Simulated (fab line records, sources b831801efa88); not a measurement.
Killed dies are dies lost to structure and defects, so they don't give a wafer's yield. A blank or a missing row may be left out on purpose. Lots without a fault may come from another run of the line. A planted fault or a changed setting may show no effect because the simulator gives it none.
A struck lot beside a sound one | flow sky130 | 27 steps out of a route of 708
Sound: wafers L540.1, L540.3, L540.5. Struck: wafers L535.1, L535.4, L535.5. The cause comes at the end.
At each step with rows: each side's tool, then ch and its chambers, then its first start. Under that, the readings that differ: sound wafers | struck wafers | difference of the means | sigmas: that difference in standard deviations of wafers without a fault.
alike: readings whose means differ by less than 2 such deviations, and words and numbers that are the same on both sides. not compared: withheld readings, readings that some wafer has no value for, bounds like >300 that may hide the same value, and numbers for which the record gives no deviation and whose values overlap.
The two part at a step that has a row with sigmas, a row that says differs or no value, or rows on one side only. Numbers that don't overlap but have no deviation are shown without sigmas and don't part them. A reading that every wafer of one side lacks parts them only if that side has two wafers or more.

first, 10 steps without rows for these wafers: SKY_VIA1_ETCH_15 (etches SiO2 in C4F8/O2/Ar, stops on TiN, target depth 351 nm, time 54 s); SKY_VIA1_STRIP_16 (strips in O2/N2); SKY_VIA1_STRIP_17 (strips in post etch residue remover, time 1200 s); SKY_VIA1_CLEAN_18 (cleans in IPA, time 180 s); SKY_VIA1_CLEAN_19 (cleans in O3/DIW); SKY_VIA1_SPUTTER_20 (material TiN, target thk 20 nm, time 80 s); SKY_VIA1_CVD_21 (deposits W, target thk 270 nm, time 80.902 s); SKY_VIA1_CMP_24 (polishes, stops on SiO2, t overpolish 15 s, target thk 0 nm); SKY_METAL2_SPUTTER_00 (material Ti, target thk 15 nm, time 10 s); SKY_METAL2_SPUTTER_01 (material TiN, target thk 20 nm, time 16.7 s).
SKY_METAL2_SPUTTER_02: material AlCu, target thk 250 nm, time 13.3 s.
  sound on pvd_sputter-02, day 40 12:16; struck on pvd_sputter-01, day 40 00:04
  alike: throttle_valve_pct
then, 2 steps without rows for these wafers: SKY_METAL2_SPUTTER_03 (material Ti, target thk 5 nm, time 3.3 s); SKY_METAL2_SPUTTER_04 (material TiN, target thk 70 nm, time 58.3 s).
SKY_METAL2_RS_MEAS_05: measures by four-point-probe.
  sound on film_metro-02, day 40 12:21; struck on film_metro-02, day 40 00:26
  reading                 | sound                | struck               | difference | sigmas
  METAL2_ALCU_RS (ohm/sq) | 0.1270 0.1277 0.1273 | 0.1726 0.1748 0.1762 | +0.0472    | +30
  not compared: hold
SKY_METAL2_THK_MEAS_06: measures by xrf.
  sound on film_metro-02, day 40 12:28; struck on film_metro-02, day 40 07:32
  reading              | sound       | struck      | difference | sigmas
  METAL2_ALCU_THK (nm) | 245 244 247 | 200 198 197 | -47        | -13
  not compared: hold
then, 9 steps without rows for these wafers: SKY_METAL2_HMDS_08 (prime time 60 s); SKY_METAL2_COAT_09 (resist thk 60 nm); SKY_METAL2_COAT_10 (resist thk 450 nm); SKY_METAL2_SOFTBAKE_11 (time 90 s); SKY_METAL2_EXPOSE_12 (exposes mask MM2, target cd 140 nm); SKY_METAL2_PEB_13; SKY_METAL2_DEVELOP_14 (develop time 60 s); SKY_METAL2_DESCUM_17 (chemistry O2, time 8 s); SKY_METAL2_ETCH_18 (etches BARC in N2/H2, stops on SiO2, time 45.9 s, target depth 60 nm).
SKY_METAL2_METAL_ETCH_19: etches the open film in Cl2/BCl3, stops on SiO2, target depth 360 nm, time 78 s.
  sound on rie_metal-01 ch 0,1, day 41 12:59; struck on rie_metal-03 ch 0,1, day 41 00:31
  reading                | sound                | struck               | difference | sigmas
  oes_product_au (a.u.)  | 0.858 0.850 0.850    | 0.788 0.788 0.785    | -0.066     | -12
  throttle_valve_pct (%) | 22.267 22.285 22.266 | 22.262 22.249 22.246 | -0.020     | -2
  alike: drypump_motor_current_A
  not compared: rf_hours_counter_h
then, 1 step without rows for these wafers: SKY_METAL2_STRIP_20 (strips in O2/N2).
-- the record jumps here: 9 days lie between the struck wafers' starts before and after (it left off in module METAL2 and takes up again in module PAD_OPEN, whose first step shown is number 708 of the route) --
SKY_PAD_OPEN_PROBE_99:
  sound on prober-01, day 50 14:54; struck on prober-01, day 50 05:58
  reading                                    | sound                        | struck                | difference | sigmas
  defect_limited_yield (%)                   | 80.9 77.2 80.7               | 87.0 82.9 84.6        | +5.2       | +3
  killed_at_M0_to_M3                         | 49 60 53                     | 33 39 44              | -15        | -2
  killed_dies                                | 94 112 95                    | 64 84 76              | -26        | -3
  killed_short                               | 45 59 48                     | 29 22 35              | -22        | -3
  sort_bin_5_function (%)                    | 11.8 12.6 11.2               | 7.1 10.8 9.1          | -2.9       | -2
  sort_n_pass                                | 398 380 397                  | 428 408 416           | +26        | +3
  sort_yield_pct (%)                         | 80.9 77.2 80.7               | 87.0 82.9 84.6        | +5.2       | +3
  model.etest.met2.rs_ohm_sq_rim_less_centre | -0.001076 0.00147 -0.0006092 | 0.04448 0.04327 0.043 | +0.04366   |
  alike: killed_at_M4_up, killed_at_contacts, killed_at_front_end, killed_at_other, killed_open, sort_bin_3_pad_short, sort_bin_6_memory

WHERE THEY PART
First at SKY_METAL2_RS_MEAS_05; last, within this record, at SKY_PAD_OPEN_PROBE_99.

WHY: what the simulator had put in
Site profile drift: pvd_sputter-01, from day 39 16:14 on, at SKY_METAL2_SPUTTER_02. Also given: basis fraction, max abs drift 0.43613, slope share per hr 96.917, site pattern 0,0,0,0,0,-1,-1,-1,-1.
